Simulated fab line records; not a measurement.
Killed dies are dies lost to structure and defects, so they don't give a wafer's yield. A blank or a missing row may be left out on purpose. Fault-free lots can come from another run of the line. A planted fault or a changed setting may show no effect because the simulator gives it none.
fab line records	flow sfq-line
record: lots: 7	wafers: 21	last-day: 94
route steps=325 shown M3@129 I3@133
lots untouched by any fault: they come from a run of this same line in which no faults occurred
start-h: hours from the record's first day to the start of the lot's first wafer shown	wait-h: how many hours have passed since the lot's step before this one	" identical to the entry in the row above	L1.1+2: several wafers, shown together as one row	- no value, or no start was given	* or withheld: withheld	< > ~ a bound
route shown NAME@n: NAME is a module with steps in the file, n the number in the route of the first one	usual: mean/standard deviation of fault-free wafers	same: alike in all rows	chamber/n: place in a boat	sites: per-site readings	_std_site: the standard deviation of these	_edge_site: the outer-site mean with the inner-site mean subtracted	radius-mm: for every site, how far away it sits from the centre of the wafer	mask NAME#n: copy n	behind: the most recent tool/chamber to have shaped the wafer	hold: what put the lot on hold/how long, in hours/how the hold closed	device: the n, p or np transistor that did not switch	end of line: the tests these same wafers got at the end of their route	step lacking rows: just its recipe	killed: at the first sort, the dies lost to defects and structure; wafer yield is something else	map: a wafer's dies, marking killed ones x, the rest . and places with no die _
set.NAME: the setting as run; set.NAME@STEP: as run at that earlier step	model.NAME: the simulator's own value behind a step, which no gauge read
lots seen at some steps along the route; tables by step, rows by wafer
services: from which hour (start-h, from the record's first day; less than 0 if before it) a tool's chamber was out of use, for how many hours, and why
== steps ==
step: SFQ_TRILAYER_M3_BARC_OPEN_METAL_ETCH_100
recipe: mask-material: PR	chemistry: O2	target-depth-nm: 125	target: BARC	icp-w: 600	bias-w: 80	pressure-mtorr: 10	time-s: 41.7
step: SFQ_TRILAYER_M3_ETCH_METAL_ETCH_078
recipe: target: Nb	stop-on: SiO2	mask-material: PR	chemistry: Cl2/Ar	target-depth-nm: 240	icp-w: 600	bias-w: 80	pressure-mtorr: 10	time-s: 120
usual: drypump-motor-current-A: 5.7/0.36	oes-product-au: 0.894/0.0074
lot.wafer	tool	chamber	start-h	wait-h	drypump-motor-current-A	oes-product-au	rf-hours-counter-h
L958.2	rie-metal-01	1	1075.00	0.0	5.4	0.897	75
L958.4	"	0	"	"	5.4	0.906	-
L958.6	"	1	"	"	5.3	0.898	-
L963.4	rie-metal-03	0	1134.67	0.1	5.5	0.898	-
L963.5	"	1	"	"	5.8	0.896	-
L963.6	"	0	"	"	5.5	0.895	-
L966.1	rie-metal-03	0	1166.47	0.0	5.5	0.886	13
L966.2	"	1	"	"	5.8	0.905	116
L966.4	"	0	"	"	5.5	0.901	-
L968.3	rie-metal-03	1	1181.01	0.1	5.8	0.898	-
L968.4	"	1	"	"	5.8	0.887	-
L968.5	"	1	"	"	5.8	0.893	-
L969.2	rie-metal-02	1	1202.53	0.0	6.4	0.905	121
L969.3	"	0	"	"	5.3	0.899	-
L969.6	"	0	"	"	5.3	0.906	-
L971.2	rie-metal-03	0	1206.13	0.0	5.5	0.888	16
L971.5	"	0	"	"	5.5	0.894	-
L971.6	"	1	"	"	5.8	0.895	-
L972.1	rie-metal-01	0	1214.52	0.0	5.4	0.892	30
L972.2	"	1	"	"	5.4	0.878	96
L972.4	"	1	"	"	5.4	0.882	-
step: SFQ_TRILAYER_M3_STRIP_STRIP_079
recipe: gas: O2	power-w: 200	platen-temp-c: 40	overash-fraction: 0.65	chemistry: O2	pressure-mtorr: 50
step: SFQ_TRILAYER_M3_STRIP_SOLV_CLEAN_080
recipe: chemistry: NMP	temp-c: 70	time-s: 600
step: SFQ_TRILAYER_I3_DEP_PECVD_081
recipe: material: SiO2	temp-c: 150	time-s: 111.11	pressure-torr: 2.4	rf-w: 183.3	precursor: SiH4/N2O	target-thk-nm: 500
usual: heater-power-w: 93/12	throttle-valve-pct: 25.1/1.6
lot.wafer	tool	chamber	start-h	wait-h	heater-power-w	since-wet-clean-h	throttle-valve-pct
L958.2	pecvd-03	1	1075.90	0.0	94	1237	25.6
L958.4	"	2	"	"	77	-	26.7
L958.6	"	1	"	"	96	-	25.6
L963.4	pecvd-03	1	1135.57	0.0	94	-	25.4
L963.5	"	0	"	"	101	-	27.5
L963.6	"	2	"	"	80	-	26.8
L966.1	pecvd-03	2	1167.37	0.0	87	1329	26.7
L966.2	"	0	"	"	93	1329	27.8
L966.4	"	1	"	"	92	-	25.5
L968.3	pecvd-04	2	1182.55	0.0	105	235	22.8
L968.4	"	0	"	"	93	-	23.6
L968.5	"	2	"	"	104	-	22.5
L969.2	pecvd-03	2	1203.43	0.0	86	1365	26.9
L969.3	"	0	"	"	101	1365	27.5
L969.6	"	0	"	"	88	-	27.5
L971.2	pecvd-04	0	1207.62	0.0	111	260	23.5
L971.5	"	1	"	"	82	-	24.8
L971.6	"	0	"	"	94	-	23.7
L972.1	pecvd-03	1	1215.60	0.0	84	1377	25.4
L972.2	"	2	"	"	84	1377	26.7
L972.4	"	0	"	"	102	-	28.1
step: SFQ_TRILAYER_I3_CMP_CMP_082
recipe: material: SiO2	down-force-psi: 3	platen-rpm: 60	pad-velocity-m-s: 0.94248
usual: motor-current-A: 10.3/0.8	time-to-endpoint-s: 221/7.8
lot.wafer	tool	chamber	start-h	wait-h	motor-current-A	time-to-endpoint-s
L958.4	cmp-02	1	1098.25	22.3	10.8	232
L958.2	"	2	"	"	11.8	212
L958.6	"	3	"	"	10.7	231
L963.4	cmp-01	3	1162.01	26.4	10.7	231
L963.6	"	0	"	"	10.6	217
L963.5	"	1	"	"	10.8	226
L966.2	cmp-02	0	1184.05	16.6	8.9	222
L966.4	"	1	"	"	10.3	236
L966.1	"	3	1185.55	18.1	10.7	219
L968.4	cmp-01	1	1195.46	12.8	9.9	230
L968.3	"	0	1196.96	14.4	10.4	217
L968.5	"	1	"	"	10.1	224
L969.3	cmp-01	0	1204.46	1.0	10.7	216
L969.2	"	1	"	"	10.4	219
L969.6	"	1	1206.96	3.5	10.5	229
L971.2	cmp-02	0	1210.12	2.5	8.4	217
L971.6	"	1	"	"	11.2	225
L971.5	"	2	"	"	10.7	206
L972.2	cmp-01	0	1216.01	0.4	10.7	206
L972.4	"	1	"	"	10.1	224
L972.1	"	3	1217.51	1.9	10.2	219
step: SFQ_I3_BOW_MEAS_922
recipe: mode: bow
usual: I3_BOW: 2/8.4
lot.wafer	tool	chamber	start-h	wait-h	I3_BOW[um]
L958.2	film-metro-02	-	1100.27	1.0	-6
L958.4	"	-	"	"	-8
L958.6	"	-	"	"	-10
L963.4	film-metro-01	-	1163.57	1.1	6
L963.5	"	-	"	"	1
L963.6	"	-	"	"	5
L966.1	film-metro-02	-	1187.05	1.0	6
L966.2	"	-	"	"	-3
L966.4	"	-	"	"	4
L968.3	film-metro-01	-	1198.50	1.0	19
L968.4	"	-	"	"	8
L968.5	"	-	"	"	13
L969.2	film-metro-01	-	1207.48	2.0	-5
L969.3	"	-	"	"	2
L969.6	"	-	"	"	-5
L971.2	film-metro-03	-	1211.64	1.0	3
L971.5	"	-	"	"	-1
L971.6	"	-	"	"	0
L972.1	film-metro-02	-	1219.01	1.0	6
L972.2	"	-	"	"	5
L972.4	"	-	"	"	0
step: SFQ_TRILAYER_I3_METRO_MEASURE_083
usual: thk-nm: 200.3/1.1
lot.wafer	tool	chamber	start-h	wait-h	thk-nm
L958.2	film-metro-02	-	1100.57	0.3	198.1
L958.4	"	-	"	"	200.5
L958.6	"	-	"	"	199.6
L963.4	film-metro-01	-	1164.23	0.6	202.7
L963.5	"	-	"	"	202.3
L963.6	"	-	"	"	200.5
L966.1	film-metro-02	-	1187.17	0.1	201.5
L966.2	"	-	"	"	201.4
L966.4	"	-	"	"	201.8
L968.3	film-metro-01	-	1198.98	0.5	199.2
L968.4	"	-	"	"	200.5
L968.5	"	-	"	"	200.6
L969.2	film-metro-01	-	1207.78	0.3	200.3
L969.3	"	-	"	"	199.3
L969.6	"	-	"	"	199.8
L971.2	film-metro-03	-	1211.94	0.3	201.9
L971.5	"	-	"	"	199.1
L971.6	"	-	"	"	201.6
L972.1	film-metro-02	-	1219.13	0.1	200.4
L972.2	"	-	"	"	200.0
L972.4	"	-	"	"	200.5
step: SFQ_TRILAYER_I3_VIA_LITHO_COAT_090
recipe: resist: BARC	spin-rpm: 3000	resist-thk-nm: 62
step: SFQ_TRILAYER_I3_VIA_LITHO_COAT_085
recipe: resist: KrF	spin-rpm: 3000	resist-thk-nm: 650
step: SFQ_TRILAYER_I3_VIA_LITHO_SOFTBAKE_089
recipe: temp-c: withheld	time-s: withheld	resist: KrF
step: SFQ_TRILAYER_I3_VIA_LITHO_EXPOSE_086
recipe: mask-id: I3	na: 0.6	source-shape: conventional	sigma-outer: 0.65	target-cd-nm: 500	dose-mj: 21.3
step: SFQ_TRILAYER_I3_VIA_LITHO_PEB_088
recipe: peb-temp-c: 115	peb-time-s: 60	resist: KrF
usual: heater-power-total-W: 79.16/0.063	plate-temp-C: 114.99/0.12
same: peb-time-s: 60
lot.wafer	tool	chamber	start-h	wait-h	heater-power-total-W	plate-temp-C
L958.2	litho-track-04	0	1218.95	0.8	79.25	114.98
L958.4	"	0	"	"	79.24	115.12
L958.6	"	0	"	"	79.14	115.06
L963.4	litho-track-01	0	1283.42	0.5	79.10	114.95
L963.5	"	0	"	"	79.19	115.18
L963.6	"	0	"	"	79.18	114.84
L966.1	litho-track-01	0	1311.07	1.0	74.12	109.77
L966.2	"	0	"	"	74.10	109.59
L966.4	"	0	"	"	74.30	109.88
L968.3	litho-track-01	0	1328.05	0.7	74.26	109.79
L968.4	"	0	"	"	74.28	109.76
L968.5	"	0	"	"	74.26	109.67
L969.2	litho-track-01	0	1335.22	0.8	74.19	109.72
L969.3	"	0	"	"	74.27	109.80
L969.6	"	0	"	"	74.22	109.73
L971.2	litho-track-04	0	1341.22	0.8	79.17	114.74
L971.5	"	0	"	"	79.19	115.11
L971.6	"	0	"	"	79.17	114.75
L972.1	litho-track-03	0	1349.60	1.0	79.13	115.12
L972.2	"	0	"	"	79.19	115.10
L972.4	"	0	"	"	79.22	115.11
step: SFQ_TRILAYER_I3_VIA_LITHO_DEVELOP_087
recipe: time-s: 60	resist: KrF
step: SFQ_I3_OVL_MEAS_923
usual: I3_OVL: 1/6
lot.wafer	tool	chamber	start-h	wait-h	I3_OVL[nm]
L958.2	overlay-01	-	1219.23	0.1	2
L958.4	"	-	"	"	0
L958.6	"	-	"	"	-1
L963.4	overlay-01	-	1283.66	0.1	-6
L963.5	"	-	"	"	-4
L963.6	"	-	"	"	-8
L966.1	overlay-02	-	1311.37	0.1	8
L966.2	"	-	"	"	0
L966.4	"	-	"	"	5
L968.3	overlay-01	-	1328.31	0.1	9
L968.4	"	-	"	"	15
L968.5	"	-	"	"	9
L969.2	overlay-01	-	1335.50	0.1	-10
L969.3	"	-	"	"	2
L969.6	"	-	"	"	-8
L971.2	overlay-02	-	1341.50	0.1	2
L971.5	"	-	"	"	-9
L971.6	"	-	"	"	1
L972.1	overlay-01	-	1349.90	0.1	5
L972.2	"	-	"	"	1
L972.4	"	-	"	"	-4
step: SFQ_TRILAYER_I3_VIA_BARC_OPEN_VIA_ETCH_121
recipe: mask-material: PR	chemistry: O2	target-depth-nm: 125	target: BARC	source-w: 500	bias-w: 80	pressure-mtorr: 30	time-s: 41.7
usual: drypump-motor-current-A: 5.4/0.42	oes-product-au: 0.685/0.0045
lot.wafer	tool	chamber	start-h	wait-h	drypump-motor-current-A	oes-product-au	rf-hours-counter-h	model.I3.cd-nm
L958.2	rie-diel-01	2	1219.26	0.0	6.3	0.683	9	498.7
L958.4	"	1	"	"	5.3	0.685	10	497.6
L958.6	"	0	"	"	5.6	0.688	-	500.1
L963.4	rie-diel-04	0	1283.68	0.0	5.0	0.694	9	499.4
L963.5	"	0	"	"	5.0	0.689	-	498.8
L963.6	"	1	"	"	5.9	0.688	-	500.6
L966.1	rie-diel-02	1	1311.41	0.0	4.8	0.683	16	376.1
L966.2	"	3	"	"	4.9	0.691	19	375.1
L966.4	"	2	"	"	5.0	0.682	12	375.7
L968.3	rie-diel-02	2	1328.33	0.0	5.0	0.692	12	376.1
L968.4	"	2	"	"	5.0	0.678	-	375.2
L968.5	"	0	"	"	5.6	0.679	-	376.9
L969.2	rie-diel-04	2	1335.53	0.0	4.9	0.687	20	373.8
L969.3	"	0	"	"	5.0	0.690	10	375.9
L969.6	"	2	"	"	4.9	0.694	-	373.3
L971.2	rie-diel-01	0	1341.53	0.0	5.6	0.675	10	500.1
L971.5	"	1	"	"	5.4	0.681	-	500.6
L971.6	"	0	"	"	5.7	0.684	-	500.3
L972.1	rie-diel-04	2	1349.93	0.0	4.9	0.689	20	498.8
L972.2	"	0	"	"	5.0	0.677	10	500.1
L972.4	"	1	"	"	5.9	0.690	1	501.1
step: SFQ_TRILAYER_I3_VIA_ETCH_VIA_ETCH_088
recipe: target: SiO2	stop-on: Nb	mask-material: PR	taper-deg: 20	chemistry: CHF3	target-depth-nm: 260	source-w: 500	bias-w: 80	pressure-mtorr: 30	time-s: withheld
usual: drypump-motor-current-A: 5.4/0.41	oes-product-au: 0.856/0.0054
lot.wafer	tool	chamber	start-h	wait-h	drypump-motor-current-A	oes-product-au	model.I3.cd-nm
L958.2	rie-diel-01	2	1219.30	0.0	6.3	0.850	496.8
L958.4	"	1	"	"	5.3	0.854	497.1
L958.6	"	0	"	"	5.6	0.855	499.4
L963.4	rie-diel-04	0	1283.72	0.0	5.0	0.867	499.3
L963.5	"	0	"	"	5.0	0.861	498.9
L963.6	"	1	"	"	5.9	0.842	498.8
L966.1	rie-diel-02	1	1311.45	0.0	4.9	0.866	378.4
L966.2	"	3	"	"	4.9	0.860	375.5
L966.4	"	2	"	"	5.0	0.861	374.7
L968.3	rie-diel-02	2	1328.37	0.0	5.0	0.854	375.8
L968.4	"	2	"	"	5.0	0.857	372.4
L968.5	"	0	"	"	5.6	0.858	377.6
L969.2	rie-diel-04	2	1335.57	0.0	4.9	0.859	372
L969.3	"	0	"	"	5.0	0.849	377.1
L969.6	"	2	"	"	4.9	0.854	372.7
L971.2	rie-diel-01	0	1341.57	0.0	5.6	0.858	499.6
L971.5	"	1	"	"	5.4	0.852	500.8
L971.6	"	0	"	"	5.7	0.855	499.3
L972.1	rie-diel-04	2	1349.97	0.0	4.9	0.852	496.7
L972.2	"	0	"	"	5.0	0.854	500.5
L972.4	"	1	"	"	5.9	0.864	500.2
step: SFQ_TRILAYER_I3_VIA_STRIP_STRIP_089
recipe: gas: O2	power-w: 200	platen-temp-c: 40	overash-fraction: 0.65	chemistry: O2	pressure-mtorr: 50
usual: drypump-motor-current-A: 5.4/0.35	oes-product-au: 1.005/0.0085
lot.wafer	tool	chamber	start-h	wait-h	drypump-motor-current-A	oes-product-au	rf-hours-counter-h
L958.2	rie-metal-02	1	1219.42	-	6.5	1.005	125
L958.4	"	1	"	"	6.4	1.004	-
L958.6	"	1	"	"	6.5	1.002	-
L963.4	rie-metal-02	0	1284.03	-	5.3	1.018	-
L963.5	"	0	"	"	5.3	1.006	-
L963.6	"	1	"	"	6.4	0.997	-
L966.1	rie-metal-01	0	1311.56	-	5.4	1.006	40
L966.2	"	1	"	"	5.4	1.003	106
L966.4	"	1	"	"	5.4	1.014	-
L968.3	rie-metal-04	0	1328.88	-	5.3	0.989	-
L968.4	"	0	"	"	5.2	0.996	-
L968.5	"	0	"	"	5.2	0.994	-
L969.2	rie-metal-02	0	1335.88	-	5.3	1.001	-
L969.3	"	0	"	"	5.3	1.001	-
L969.6	"	0	"	"	5.3	0.992	-
L971.2	rie-metal-04	0	1341.68	-	5.3	0.993	128
L971.5	"	0	"	"	5.2	0.997	-
L971.6	"	1	"	"	5.2	0.993	-
L972.1	rie-metal-01	0	1350.08	-	5.3	1.010	43
L972.2	"	1	"	"	5.4	1.005	109
L972.4	"	0	"	"	5.3	1.008	-
== services ==
tool	chamber	start-h	hours	kind
rie-diel-02	1	1085.83	11.2	repair
rie-metal-03	-	1091.96	1.4	pm
rie-diel-01	3	1106.59	10.2	repair
rie-metal-02	-	1123.35	2.8	pm
rie-diel-04	1	1140.59	5.9	repair
rie-diel-04	1	1147.47	4.7	repair
rie-diel-02	1	1156.27	3.3	repair
rie-metal-03	0	1171.96	9.0	repair
cmp-01	-	1180.26	1.8	repair
cmp-01	-	1182.12	0.3	repair
pecvd-03	0	1247.69	4.8	repair
cmp-01	-	1248.62	0.3	repair
rie-diel-04	-	1254.59	2.8	pm
cmp-01	-	1256.29	4.0	pm
cmp-01	-	1260.29	3.3	pm
pecvd-03	-	1274.79	1.3	repair
cmp-01	-	1279.17	5.8	repair
rie-metal-01	-	1283.99	0.2	repair
rie-diel-01	2	1289.97	3.2	repair
rie-metal-01	-	1298.96	3.5	repair
cmp-01	-	1315.50	5.2	pm
rie-metal-03	-	1315.79	14.6	pm
pecvd-03	-	1316.75	14.0	pm
pecvd-03	-	1330.75	2.8	pm
== key ==
first-sign: step: SFQ_TRILAYER_I3_VIA_LITHO_PEB_088	reading: heater-power-total-W	direction: down	sigmas: 78	usual: 79.16	struck: 74.22
effect: step: SFQ_TRILAYER_I3_VIA_LITHO_PEB_088	reading: plate-temp-C	direction: down	sigmas: 43	usual: *	struck: *
model-effect: step: SFQ_TRILAYER_I3_VIA_BARC_OPEN_VIA_ETCH_121	value: I3.cd-nm	without: 500.1	struck: 375.3
model-effect: step: SFQ_TRILAYER_I3_VIA_ETCH_VIA_ETCH_088	value: I3.cd-nm	without: 499.9	struck: 375.1
met-at SFQ_TRILAYER_I3_VIA_LITHO_PEB_088
struck-wafers L966.1,L966.2,L966.4,L968.3,L968.4,L968.5,L969.2,L969.3,L969.6
onset-between 1283.42 1311.07
fault: kind: process-parameter-drift	tool: litho-track-01	chamber: -	onset-h: 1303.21	steps: SFQ_TRILAYER_I3_VIA_LITHO_PEB_088	channel: peb-temp-c	offset: *	shape: step	end-h: 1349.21	acts-in: *	stated: *
